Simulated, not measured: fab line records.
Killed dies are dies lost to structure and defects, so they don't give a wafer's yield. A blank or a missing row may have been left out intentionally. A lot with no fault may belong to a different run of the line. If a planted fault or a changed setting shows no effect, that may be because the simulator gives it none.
fab line records    flow sky130
record: lots: 6  wafers: 18  last_day: 49
route steps=708 shown METAL2@503 VIA2@507 PAD_OPEN@708
lots with no fault: from the same line, run without faults
start_h: hours from the record's opening day to when the first of the lot's shown wafers began    wait_h: hours from the lot's prior step to this one    " same as the row above    L1.1+2: a row that stands for several wafers    - no value present, or no start provided    * or withheld: withheld    < > ~ a bound
route shown NAME@n: a module of which the file shows steps, and the number in the route of the first    usual: mean/standard deviation of fault-free wafers    same: alike in all rows    chamber/n: place in a boat    sites: per-site readings    _std_site: standard deviation of those values    _edge_site: inner sites' mean taken away from outer sites' mean    radius_mm: for every site, how far away it sits from the centre of the wafer    mask NAME#n: copy n    behind: the last tool/chamber to shape the wafer    hold: reason for holding the lot/hours on hold/outcome of the hold    device: names the non-switching transistor (n, p or np)    end of line: the tests these same wafers got at the end of their route    a step given without rows: its recipe and nothing more    killed: the dies lost at the first sort to structure and to defects; this is not the yield of the wafer    map: dies across one wafer; x = killed, . = not, _ = none there
set.NAME: the setting the step ran with; set.NAME@STEP: the setting that earlier step ran with    model.NAME: the simulator's own value behind a step, which no gauge read
certain route steps with their lots: each step a table, each wafer a row
services: when a tool's chamber went out of use (start_h, in hours from the record's first day, below 0 if earlier), for how many hours, and the reason
== steps ==
step: SKY_METAL2_STRIP_20
recipe: chemistry: O2/N2  power_w: 1400  pressure_mtorr: 1500  platen_temp_c: withheld  o2_flow_sccm: 3000  n2_flow_sccm: 300  overash_fraction: 0.5
usual: drypump_motor_current_A: 5.8/0.45  n2_flow_sccm: 300.0/0.97  oes_product_au: 0.343/0.0053  strip_time_to_endpoint_s: 2.70/0.042
lot.wafer  tool             chamber  start_h  wait_h  drypump_motor_current_A  n2_flow_sccm  oes_product_au  rf_hours_counter_h  strip_time_to_endpoint_s
L298.2     plasma_asher-03  1        815.21   0.1     6.2                      299.7         0.342           96                  2.67
L298.3     "                0        "        "       6.2                      300.8         0.349           -                   2.66
L298.4     "                1        "        "       6.2                      301.7         0.343           -                   2.73
L299.1     plasma_asher-03  1        822.65   0.1     6.2                      299.5         0.342           97                  2.75
L299.4     "                1        "        "       6.2                      299.1         0.353           -                   2.71
L299.5     "                0        "        "       6.1                      300.0         0.344           -                   2.75
L314.4     plasma_asher-02  0        959.13   0.1     5.1                      299.5         0.345           -                   2.68
L314.5     "                0        "        "       5.2                      299.1         0.342           -                   2.70
L314.6     "                1        "        "       6.2                      300.5         0.344           -                   2.69
L315.3     plasma_asher-03  1        963.14   0.1     6.2                      301.4         0.347           -                   2.71
L315.4     "                0        "        "       6.2                      299.9         0.341           -                   2.74
L315.6     "                0        "        "       6.1                      300.0         0.341           -                   2.68
L317.1     plasma_asher-02  1        963.26   0.1     6.2                      300.9         0.343           84                  2.64
L317.3     "                1        "        "       6.2                      300.4         0.345           -                   2.70
L317.4     "                0        "        "       5.2                      301.2         0.331           -                   2.66
L318.2     plasma_asher-02  0        965.96   0.1     5.1                      299.8         0.339           84                  2.64
L318.3     "                0        "        "       5.2                      297.5         0.337           -                   2.68
L318.6     "                1        "        "       6.2                      300.5         0.348           -                   2.72
step: SKY_METAL2_STRIP_21
recipe: chemistry: post_etch_residue_remover  time_s: 1200  temp_c: 72.5
step: SKY_METAL2_CLEAN_22
recipe: chemistry: IPA  time_s: 180  temp_c: 25
step: SKY_METAL2_CLEAN_23
recipe: chemistry: O3/DIW  dry: n2_spin
step: SKY_VIA2_HDPCVD_00
recipe: material: SiO2  target_thk_nm: 1180  sigma_open_frac: 0.3  time_s: 196.7  temp_c: 400  sih4_flow_sccm: 60  pressure_mtorr: 6
step: SKY_VIA2_THK_MEAS_01
recipe: reads: SiO2_of_VIA2_HDPCVD_00
usual: VIA2_HDPCVD_THK: 1184/15
lot.wafer  tool           chamber  start_h  wait_h  VIA2_HDPCVD_THK[nm]
L298.2     film_metro-02  -        815.94   0.1     1174
L298.3     "              -        "        "       1176
L298.4     "              -        "        "       1176
L299.1     film_metro-04  -        823.37   0.1     1182
L299.4     "              -        "        "       1200
L299.5     "              -        "        "       1191
L314.4     film_metro-03  -        959.85   0.0     1179
L314.5     "              -        "        "       1196
L314.6     "              -        "        "       1179
L315.3     film_metro-02  -        963.84   0.1     1175
L315.4     "              -        "        "       1179
L315.6     "              -        "        "       1179
L317.1     film_metro-04  -        963.98   0.1     1169
L317.3     "              -        "        "       1164
L317.4     "              -        "        "       1176
L318.2     film_metro-03  -        966.69   0.1     1173
L318.3     "              -        "        "       1198
L318.6     "              -        "        "       1174
step: SKY_VIA2_CMP_02
recipe: material: SiO2  down_force_psi: 4  platen_rpm: 60  pad_velocity_m_s: 0.94248
usual: motor_current_A: 12.0/1.1
lot.wafer  tool    chamber  start_h  wait_h  motor_current_A
L298.2     cmp-01  1        816.04   0.1     13.6
L298.3     "       2        "        "       11.5
L298.4     "       3        "        "       10.1
L299.1     cmp-02  3        823.53   0.1     13.8
L299.4     "       0        "        "       11.8
L299.5     "       1        "        "       11.5
L314.4     cmp-02  1        959.98   0.1     11.3
L314.5     "       3        "        "       13.7
L314.6     "       0        "        "       11.8
L315.4     cmp-01  0        963.93   0.1     11.7
L315.3     "       2        "        "       11.8
L315.6     "       3        "        "       9.7
L317.3     cmp-02  2        964.04   0.0     11.6
L317.4     "       0        "        "       11.8
L317.1     "       1        "        "       11.6
L318.2     cmp-01  1        966.79   0.1     13.5
L318.3     "       2        "        "       11.6
L318.6     "       1        "        "       13.7
step: SKY_VIA2_BOW_MEAS_03
recipe: mode: bow
usual: VIA2_BOW: 87/8
lot.wafer  tool           chamber  start_h  wait_h  VIA2_BOW[um]
L298.2     film_metro-04  -        816.31   0.2     85
L298.3     "              -        "        "       92
L298.4     "              -        "        "       96
L299.1     film_metro-03  -        823.73   0.1     91
L299.4     "              -        "        "       94
L299.5     "              -        "        "       81
L314.4     film_metro-02  -        960.24   0.2     76
L314.5     "              -        "        "       71
L314.6     "              -        "        "       82
L315.3     film_metro-03  -        964.22   0.1     79
L315.4     "              -        "        "       85
L315.6     "              -        "        "       98
L317.1     film_metro-02  -        964.34   0.1     92
L317.3     "              -        "        "       82
L317.4     "              -        "        "       96
L318.2     film_metro-04  -        967.06   0.2     82
L318.3     "              -        "        "       72
L318.6     "              -        "        "       86
step: SKY_VIA2_DEHYDRATE_04
recipe: temp_c: 200  time_s: 60
step: SKY_VIA2_HMDS_05
recipe: prime_time_s: 60  prime_temp_c: 120
step: SKY_VIA2_COAT_06
recipe: resist: BARC  temp_c: withheld  time_s: withheld  spin_rpm: 3000  resist_thk_nm: 60
step: SKY_VIA2_COAT_07
recipe: resist: KrF-thick  spin_rpm: 3000  resist_thk_nm: 450
step: SKY_VIA2_SOFTBAKE_08
recipe: temp_c: 100  time_s: 90  resist: KrF-thick
usual: heater_power_total_W: 57.38/0.11  run_length_s: 118.89/0.24
lot.wafer  tool            chamber  start_h  wait_h  heater_power_total_W  run_length_s
L298.2     litho_track-02  0        829      -       57.37                 118.54
L298.3     "               0        "        "       57.43                 118.75
L298.4     "               0        "        "       57.19                 118.65
L299.1     litho_track-04  0        836      -       57.41                 118.75
L299.4     "               0        837      -       57.38                 119.10
L299.5     "               0        "        "       57.23                 118.78
L314.4     litho_track-02  0        972      -       58.64                 112.32
L314.5     "               0        "        "       58.57                 112.26
L314.6     "               0        "        "       58.59                 112.40
L315.3     litho_track-02  0        975      -       58.55                 112.29
L315.4     "               0        "        "       58.71                 112.34
L315.6     "               0        "        "       58.70                 112.50
L317.1     litho_track-01  0        976      -       57.28                 119.19
L317.3     "               0        "        "       57.31                 119.12
L317.4     "               0        "        "       57.43                 119.18
L318.2     litho_track-04  0        978      -       57.20                 118.75
L318.3     "               0        "        "       57.26                 118.76
L318.6     "               0        "        "       57.29                 119.11
step: SKY_VIA2_EXPOSE_09
recipe: mask_id: VIM2  na: 0.8  source_shape: annular  sigma_inner: 0.55  sigma_outer: 0.85  target_cd_nm: 200  dose_mj: 38
step: SKY_PAD_OPEN_PROBE_99
usual: defect_limited_yield: 82.1/1.7  killed_at_M0_to_M3: 44/6.4  killed_at_M4_up: 3.0/1.8  killed_at_contacts: 24/5  killed_at_front_end: 16/4.3  killed_at_other: 0.4/0.76  killed_dies: 88/8.6  killed_open: 47/7.2  killed_short: 40/5.5  sort_bin_3_pad_short: 0.9/0.44  sort_bin_5_function: 10.6/1.5  sort_bin_6_memory: 6.4/1.2  sort_n_pass: 404/8.6  sort_yield_pct: 82.1/1.7
same: gross_dies: 492  killed_at_back_side: 0  sort_bin_4_leakage[%]: 0  sort_bin_8_speed[%]: 0
lot.wafer  tool       chamber  start_h  wait_h  defect_limited_yield[%]  killed_at_M0_to_M3  killed_at_M4_up  killed_at_contacts  killed_at_front_end  killed_at_other  killed_dies  killed_open  killed_short  sort_bin_3_pad_short[%]  sort_bin_5_function[%]  sort_bin_6_memory[%]  sort_n_pass  sort_yield_pct[%]
L298.2     prober-01  -        1072.37  0.1     83.9                     35                  5                28                  11                   0                79           44           35            1.4                      10.2                    4.5                   413          83.9
L298.3     prober-01  -        1072.42  0.2     82.9                     38                  3                25                  18                   0                84           50           34            0.8                      8.7                     7.5                   408          82.9
L298.4     prober-01  -        1072.47  0.2     81.1                     45                  2                29                  17                   0                93           49           44            0.4                      12.0                    6.5                   399          81.1
L314.4     prober-01  -        1180.21  0.2     84.1                     41                  0                23                  14                   0                78           41           37            1.4                      8.9                     5.5                   414          84.1
L314.5     prober-01  -        1180.26  0.2     82.9                     32                  2                21                  26                   3                84           48           33            1.0                      12.8                    3.3                   408          82.9
L314.6     prober-01  -        1180.31  0.2     81.3                     47                  1                23                  21                   0                92           48           43            0.6                      11.4                    6.7                   400          81.3
L315.3     prober-01  -        1181.66  0.2     85.0                     36                  4                20                  14                   0                74           38           35            0.6                      9.1                     5.3                   418          85.0
L315.4     prober-01  -        1181.71  0.2     83.1                     40                  2                24                  17                   0                83           47           36            1.0                      10.0                    5.9                   409          83.1
L315.6     prober-01  -        1181.81  0.2     79.9                     50                  4                31                  14                   0                99           60           38            0.4                      12.2                    7.5                   393          79.9
L317.1     prober-02  -        1182.43  0.1     81.7                     39                  12               18                  21                   0                90           51           36            1.0                      11.2                    6.1                   402          81.7
L317.3     prober-02  -        1182.53  0.2     81.5                     43                  2                30                  15                   1                91           52           39            0.6                      11.6                    6.3                   401          81.5
L317.4     prober-02  -        1182.58  0.2     84.8                     39                  4                24                  8                    0                75           39           33            1.4                      7.7                     6.1                   417          84.8
L318.2     prober-01  -        1183.51  0.1     79.9                     51                  3                23                  21                   1                99           48           51            0.6                      11.8                    7.7                   393          79.9
L318.3     prober-01  -        1183.56  0.2     81.7                     56                  2                12                  20                   0                90           48           42            1.0                      12.0                    5.3                   402          81.7
L318.6     prober-01  -        1183.71  0.2     83.5                     42                  3                20                  16                   0                81           45           36            1.0                      9.1                     6.3                   411          83.5
killed by level:class
L298.2 VIA1:geometric_particle:open=10 CONTACT:geometric_particle:open=10 LI_CONTACT:geometric_particle:open=7 CONTACT:geometric_particle:short=5 METAL1:geometric_particle:short=5 FIELD_ISO:geometric_particle:open=3 METAL2:geometric_particle:short=3 VIA1:geometric_particle:short=3
L298.3 CONTACT:geometric_particle:open=11 VIA1:geometric_particle:open=10 POLY_GATE:geometric_particle:open=6 LI_CONTACT:geometric_particle:open=6 VIA3:geometric_particle:open=4 VIA2:geometric_particle:open=4 METAL1:geometric_particle:short=4 VIA1:geometric_particle:short=4
L298.4 CONTACT:geometric_particle:short=12 VIA1:geometric_particle:open=10 VIA2:geometric_particle:open=9 CONTACT:geometric_particle:open=8 METAL3:geometric_particle:short=8 METAL2:geometric_particle:short=5 FIELD_ISO:geometric_particle:short=4 FIELD_ISO:geometric_particle:open=4
L314.4 VIA1:geometric_particle:open=11 CONTACT:geometric_particle:open=8 LI_CONTACT:geometric_particle:open=6 VIA2:geometric_particle:open=6 METAL1:geometric_particle:short=6 VIA3:geometric_particle:open=6 FIELD_ISO:geometric_particle:short=5 LI_CONTACT:geometric_particle:short=4
L314.5 POLY_GATE:geometric_particle:open=9 CONTACT:geometric_particle:open=9 VIA1:geometric_particle:open=6 VIA2:geometric_particle:open=6 POLY_GATE:geometric_particle:short=5 LI_CONTACT:geometric_particle:open=4 CONTACT:geometric_particle:short=4 VIA3:geometric_particle:short=4
L314.6 VIA1:geometric_particle:open=8 CONTACT:geometric_particle:open=8 VIA2:geometric_particle:open=7 VIA3:geometric_particle:open=7 METAL1:geometric_particle:short=6 LOCAL_INTERCONNECT:geometric_particle:short=5 CONTACT:geometric_particle:short=5 VIA1:geometric_particle:short=4
L315.3 LI_CONTACT:geometric_particle:short=7 VIA3:geometric_particle:open=7 VIA1:geometric_particle:open=6 POLY_GATE:geometric_particle:open=5 LI_CONTACT:geometric_particle:open=5 VIA2:geometric_particle:open=5 VIA3:geometric_particle:short=5 POLY_GATE:geometric_particle:short=4
L315.4 LI_CONTACT:geometric_particle:open=9 METAL2:geometric_particle:short=8 VIA2:geometric_particle:open=8 VIA1:geometric_particle:open=7 CONTACT:geometric_particle:open=6 POLY_GATE:geometric_particle:open=5 POLY_GATE:geometric_particle:short=5 VIA3:geometric_particle:open=5
L315.6 VIA2:geometric_particle:open=15 CONTACT:geometric_particle:open=14 VIA1:geometric_particle:open=9 LI_CONTACT:geometric_particle:open=7 LOCAL_INTERCONNECT:geometric_particle:short=7 VIA3:geometric_particle:open=4 METAL2:geometric_particle:short=4 VIA3:geometric_particle:short=4
L317.1 VIA1:geometric_particle:open=13 CONTACT:geometric_particle:open=8 METAL4:geometric_particle:short=8 FIELD_ISO:geometric_particle:open=7 VIA1:geometric_particle:short=6 FIELD_ISO:geometric_particle:short=5 LI_CONTACT:geometric_particle:open=5 METAL1:geometric_particle:short=5
L317.3 LI_CONTACT:geometric_particle:open=9 CONTACT:geometric_particle:open=9 VIA1:geometric_particle:short=8 VIA1:geometric_particle:open=8 VIA2:geometric_particle:open=6 VIA3:geometric_particle:open=5 LI_CONTACT:geometric_particle:short=5 METAL2:geometric_particle:short=4
L317.4 CONTACT:geometric_particle:open=9 VIA1:geometric_particle:open=9 VIA3:geometric_particle:open=5 LI_CONTACT:geometric_particle:open=5 CONTACT:geometric_particle:short=5 FIELD_ISO:geometric_particle:short=4 LOCAL_INTERCONNECT:geometric_particle:short=4 VIA2:geometric_particle:open=4
L318.2 VIA1:geometric_particle:short=8 VIA1:geometric_particle:open=8 VIA2:geometric_particle:open=8 VIA3:geometric_particle:open=7 LI_CONTACT:geometric_particle:open=6 METAL2:geometric_particle:short=6 POLY_GATE:geometric_particle:open=5 LI_CONTACT:geometric_particle:short=5
L318.3 VIA1:geometric_particle:open=14 VIA1:geometric_particle:short=9 FIELD_ISO:geometric_particle:open=6 VIA3:geometric_particle:open=6 METAL2:geometric_particle:short=6 VIA2:geometric_particle:open=6 POLY_GATE:geometric_particle:open=5 LI_CONTACT:geometric_particle:open=5
L318.6 VIA1:geometric_particle:open=13 CONTACT:geometric_particle:open=7 VIA2:geometric_particle:open=6 POLY_GATE:geometric_particle:short=5 VIA3:geometric_particle:open=5 METAL1:geometric_particle:short=5 METAL2:geometric_particle:short=5 FIELD_ISO:geometric_particle:open=4
== services ==
tool             chamber  start_h  hours  kind
cmp-02           -        812.20   0.6    repair
cmp-02           -        830.73   3.0    repair
cmp-02           -        855.57   0.8    repair
cmp-02           -        875.83   0.6    repair
cmp-02           -        912.00   4.0    pm
cmp-02           -        916.00   -      consumable_replace:conditioner
cmp-02           -        916.00   -      consumable_replace:pad
cmp-01           -        922.22   2.5    repair
cmp-02           -        929.32   0.3    repair
plasma_asher-03  -        947.70   14.6   pm
cmp-01           -        950.25   5.6    pm
cmp-01           -        972.54   0.9    repair
== key ==
first_sign: step: SKY_VIA2_SOFTBAKE_08  reading: run_length_s  direction: down  sigmas: 28  usual: *  struck: *
effect: step: SKY_VIA2_SOFTBAKE_08  reading: heater_power_total_W  direction: up  sigmas: 12  usual: *  struck: *
met_at SKY_VIA2_SOFTBAKE_08
struck_wafers L314.4,L314.5,L314.6,L315.3,L315.4,L315.6
onset_between 829 972
fault: kind: process_parameter_drift  tool: litho_track-02  chamber: -  onset_h: 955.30  steps: SKY_VIA2_SOFTBAKE_08  channel: time_s  offset: *  shape: step  end_h: 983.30  acts_in: *  stated: *
